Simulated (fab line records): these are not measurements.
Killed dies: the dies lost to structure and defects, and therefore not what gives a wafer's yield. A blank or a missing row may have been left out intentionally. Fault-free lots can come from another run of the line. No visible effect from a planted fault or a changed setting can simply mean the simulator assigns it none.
What tool caused it? || flow gf180mcu || 13 lots with 36 wafers sampled at 5 steps, on a route of 602 steps

## WHAT EACH GAUGE READ, for each wafer
GF_M3_OVL_MEAS_15.
{"lot": "L157", "measured": "day 21 20:11", "on": "overlay-02", "M3_OVL (nm)": "3 6 9"}
{"lot": "L159", "measured": "day 22 09:35", "on": "overlay-02", "M3_OVL (nm)": "0 10 2"}
{"lot": "L160", "measured": "day 22 17:54", "on": "overlay-01", "M3_OVL (nm)": "0 3 5"}
{"lot": "L161", "measured": "day 23 13:08", "on": "overlay-02", "M3_OVL (nm)": "7 8 11"}
{"lot": "L164", "measured": "day 24 01:07", "on": "overlay-01", "M3_OVL (nm)": "11 12 16"}
{"lot": "L168", "measured": "day 25 15:07", "on": "overlay-01", "M3_OVL (nm)": "1 -11"}
{"lot": "L169", "measured": "day 26 02:02", "on": "overlay-01", "M3_OVL (nm)": "2 1"}
{"lot": "L170", "measured": "day 26 08:30", "on": "overlay-01", "M3_OVL (nm)": "3 11"}
{"lot": "L173", "measured": "day 27 03:02", "on": "overlay-02", "M3_OVL (nm)": "11 2 11"}
{"lot": "L176", "measured": "day 28 04:50", "on": "overlay-02", "M3_OVL (nm)": "-4 2 8"}
{"lot": "L178", "measured": "day 28 14:18", "on": "overlay-01", "M3_OVL (nm)": "6 1 11"}
{"lot": "L177", "measured": "day 28 15:53", "on": "overlay-01", "M3_OVL (nm)": "6 10 6"}
{"lot": "L179", "measured": "day 28 21:14", "on": "overlay-02", "M3_OVL (nm)": "7 11 12"}

GF_V3_CD_MEAS_14: the cd target is 260 nm.
{"lot": "L157", "measured": "day 22 20:58", "on": "cd_sem-02", "cd_nm (nm)": "258.9 260.2 259.3"}
{"lot": "L159", "measured": "day 23 09:34", "on": "cd_sem-02", "cd_nm (nm)": "259.4 260.1 259.0"}
{"lot": "L160", "measured": "day 23 17:48", "on": "cd_sem-01", "cd_nm (nm)": "261.7 261.7 262.2"}
{"lot": "L161", "measured": "day 24 12:41", "on": "cd_sem-01", "cd_nm (nm)": "259.7 259.7 259.1"}
{"lot": "L164", "measured": "day 25 00:01", "on": "cd_sem-01", "cd_nm (nm)": "263.2 262.5 262.8"}
{"lot": "L168", "measured": "day 26 14:02", "on": "cd_sem-02", "cd_nm (nm)": "260.9 260.9"}
{"lot": "L169", "measured": "day 27 00:13", "on": "cd_sem-02", "cd_nm (nm)": "260.6 261.6"}
{"lot": "L170", "measured": "day 27 06:07", "on": "cd_sem-02", "cd_nm (nm)": "258.2 258.1"}
{"lot": "L173", "measured": "day 28 00:49", "on": "cd_sem-01", "cd_nm (nm)": "257.6 259.2 259.1"}
{"lot": "L176", "measured": "day 29 02:09", "on": "cd_sem-02", "cd_nm (nm)": "260.2 259.6 258.6"}
{"lot": "L178", "measured": "day 29 10:43", "on": "cd_sem-02", "cd_nm (nm)": "258.8 258.0 258.9"}
{"lot": "L177", "measured": "day 29 12:39", "on": "cd_sem-02", "cd_nm (nm)": "259.4 260.3 260.1"}
{"lot": "L179", "measured": "day 29 17:09", "on": "cd_sem-01", "cd_nm (nm)": "259.4 260.4 260.5"}

GF_MIM_THK_MEAS_06.
{"lot": "L157", "measured": "day 24 21:04", "on": "film_metro-02", "MIM_CVD_05_THK (nm)": "41.6 42.3 42.1"}
{"lot": "L159", "measured": "day 25 10:23", "on": "film_metro-03", "MIM_CVD_05_THK (nm)": "41.7 42.0 42.5"}
{"lot": "L160", "measured": "day 25 17:55", "on": "film_metro-02", "MIM_CVD_05_THK (nm)": "41.1 41.8 41.8"}
{"lot": "L161", "measured": "day 26 12:15", "on": "film_metro-02", "MIM_CVD_05_THK (nm)": "41.1 41.9 41.9"}
{"lot": "L164", "measured": "day 26 23:18", "on": "film_metro-01", "MIM_CVD_05_THK (nm)": "41.4 41.9 41.9"}
{"lot": "L168", "measured": "day 28 11:17", "on": "film_metro-03", "MIM_CVD_05_THK (nm)": "42.3 46.3 42.3 46.4"}
{"lot": "L169", "measured": "day 28 20:38", "on": "film_metro-02", "MIM_CVD_05_THK (nm)": "45.7 42.2 45.7 42.2"}
{"lot": "L170", "measured": "day 29 02:51", "on": "film_metro-02", "MIM_CVD_05_THK (nm)": "42.6 46.6 42.6 46.6"}
{"lot": "L173", "measured": "day 29 20:26", "on": "film_metro-03", "MIM_CVD_05_THK (nm)": "41.5 41.6 42.2"}
{"lot": "L176", "measured": "day 30 20:39", "on": "film_metro-02", "MIM_CVD_05_THK (nm)": "41.1 42.3 41.4"}
{"lot": "L178", "measured": "day 31 05:20", "on": "film_metro-01", "MIM_CVD_05_THK (nm)": "42.3 42.3 42.5"}
{"lot": "L177", "measured": "day 31 06:02", "on": "film_metro-03", "MIM_CVD_05_THK (nm)": "42.0 42.2 42.1"}
{"lot": "L179", "measured": "day 31 10:51", "on": "film_metro-03", "MIM_CVD_05_THK (nm)": "40.9 41.7 41.6"}

## WHAT TOOL EACH LOT RAN ON (gives the tool, then ch and the chambers of the sampled wafers, and finally the start)
{"lot": "L157", "GF_V3_SPUTTER_22": "pvd_sputter-01, day 22 21:49", "GF_MIM_CVD_05": "pecvd-03 ch 0,2, day 24 21:01"}
{"lot": "L159", "GF_V3_SPUTTER_22": "pvd_sputter-04, day 23 10:27", "GF_MIM_CVD_05": "pecvd-03 ch 0,1,2, day 25 10:21"}
{"lot": "L160", "GF_V3_SPUTTER_22": "pvd_sputter-04, day 23 18:45", "GF_MIM_CVD_05": "pecvd-03 ch 0,1,2, day 25 17:52"}
{"lot": "L161", "GF_V3_SPUTTER_22": "pvd_sputter-01, day 24 13:37", "GF_MIM_CVD_05": "pecvd-04 ch 1,2, day 26 12:13"}
{"lot": "L164", "GF_V3_SPUTTER_22": "pvd_sputter-04, day 25 00:54", "GF_MIM_CVD_05": "pecvd-03 ch 1,2, day 26 23:16"}
{"lot": "L168", "GF_V3_SPUTTER_22": "pvd_sputter-01, day 26 14:52", "GF_MIM_CVD_05": "pecvd-03 ch 0,1, day 28 11:14"}
{"lot": "L169", "GF_V3_SPUTTER_22": "pvd_sputter-02, day 27 01:04", "GF_MIM_CVD_05": "pecvd-03 ch 1,2, day 28 20:35"}
{"lot": "L170", "GF_V3_SPUTTER_22": "pvd_sputter-01, day 27 06:56", "GF_MIM_CVD_05": "pecvd-03 ch 1,2, day 29 02:49"}
{"lot": "L173", "GF_V3_SPUTTER_22": "pvd_sputter-01, day 28 01:45", "GF_MIM_CVD_05": "pecvd-01 ch 0,2, day 29 20:25"}
{"lot": "L176", "GF_V3_SPUTTER_22": "pvd_sputter-02, day 29 02:59", "GF_MIM_CVD_05": "pecvd-04 ch 0,1, day 30 20:36"}
{"lot": "L178", "GF_V3_SPUTTER_22": "pvd_sputter-04, day 29 11:38", "GF_MIM_CVD_05": "pecvd-01 ch 0,2, day 31 05:18"}
{"lot": "L177", "GF_V3_SPUTTER_22": "pvd_sputter-04, day 29 13:31", "GF_MIM_CVD_05": "pecvd-04 ch 1,2, day 31 06:00"}
{"lot": "L179", "GF_V3_SPUTTER_22": "pvd_sputter-04, day 29 18:01", "GF_MIM_CVD_05": "pecvd-03 ch 0,1,2, day 31 10:49"}
- GF_V3_SPUTTER_22: material TiN, target thk 10 nm, time 40 s.
- GF_MIM_CVD_05: deposits Si3N4, target thk 42 nm, time 29.086 s.

## WHAT THE TOOLS THEMSELVES READ (means of the sampled wafers that have a number; where no wafer has one, the mark that the record gives instead)
GF_V3_SPUTTER_22.
{"lot": "L157", "tool": "pvd_sputter-01", "throttle_valve_pct (%)": 31.1}
{"lot": "L159", "tool": "pvd_sputter-04", "throttle_valve_pct (%)": 30.9}
{"lot": "L160", "tool": "pvd_sputter-04", "throttle_valve_pct (%)": 31.1}
{"lot": "L161", "tool": "pvd_sputter-01", "throttle_valve_pct (%)": 29.9}
{"lot": "L164", "tool": "pvd_sputter-04", "throttle_valve_pct (%)": 30.8}
{"lot": "L168", "tool": "pvd_sputter-01", "throttle_valve_pct (%)": 30.7}
{"lot": "L169", "tool": "pvd_sputter-02", "throttle_valve_pct (%)": 30.1}
{"lot": "L170", "tool": "pvd_sputter-01", "throttle_valve_pct (%)": 30.4}
{"lot": "L173", "tool": "pvd_sputter-01", "throttle_valve_pct (%)": 30.7}
{"lot": "L176", "tool": "pvd_sputter-02", "throttle_valve_pct (%)": 30.0}
{"lot": "L178", "tool": "pvd_sputter-04", "throttle_valve_pct (%)": 31.0}
{"lot": "L177", "tool": "pvd_sputter-04", "throttle_valve_pct (%)": 31.0}
{"lot": "L179", "tool": "pvd_sputter-04", "throttle_valve_pct (%)": 31.0}

GF_MIM_CVD_05.
{"lot": "L157", "tool": "pecvd-03", "heater_power_w (W)": 591}
{"lot": "L159", "tool": "pecvd-03", "heater_power_w (W)": 524}
{"lot": "L160", "tool": "pecvd-03", "heater_power_w (W)": 525}
{"lot": "L161", "tool": "pecvd-04", "heater_power_w (W)": 624}
{"lot": "L164", "tool": "pecvd-03", "heater_power_w (W)": 508}
{"lot": "L168", "tool": "pecvd-03", "heater_power_w (W)": 490}
{"lot": "L169", "tool": "pecvd-03", "heater_power_w (W)": 516}
{"lot": "L170", "tool": "pecvd-03", "heater_power_w (W)": 601}
{"lot": "L173", "tool": "pecvd-01", "heater_power_w (W)": 796}
{"lot": "L176", "tool": "pecvd-04", "heater_power_w (W)": 638}
{"lot": "L178", "tool": "pecvd-01", "heater_power_w (W)": 710}
{"lot": "L177", "tool": "pecvd-04", "heater_power_w (W)": 692}
{"lot": "L179", "tool": "pecvd-03", "heater_power_w (W)": 545}

## THE ANSWER, worked out from the rows above alone
Rule: the usual values come from the lots themselves. Put in order of their means at a reading, lots are off if they are a third of the lots or fewer, leave a main group of 4 or more, and stand apart from it by a gap of 3 or more times the standard deviation of the main group's means; of several such gaps the widest counts. The tables above print the reading to a certain number of digits; a main group whose means all agree to those digits is not used. Also off: a lot with no number at a reading for which 4 or more lots have one. The other lots that the step has rows for count as sound. First the gauges in route order, then the tools' own readings, where a lot's mean is used as printed above. The first step at which some lot is off is used, and at that step the reading that is off furthest; a lot without a number counts as furthest.
Off: at GF_MIM_THK_MEAS_06 (MIM_CVD_05_THK), L168, L169, L170. Main group: mean 41.8 nm, sd 0.28.
A tool fits if, at a process step before that reading, it ran every lot that is off, and no sound lot after the first of them. The gauges at GF_MIM_THK_MEAS_06 are tried like those tools. Of those tried, none fits.

## WHAT HAD BEEN PUT IN BY THE SIMULATOR
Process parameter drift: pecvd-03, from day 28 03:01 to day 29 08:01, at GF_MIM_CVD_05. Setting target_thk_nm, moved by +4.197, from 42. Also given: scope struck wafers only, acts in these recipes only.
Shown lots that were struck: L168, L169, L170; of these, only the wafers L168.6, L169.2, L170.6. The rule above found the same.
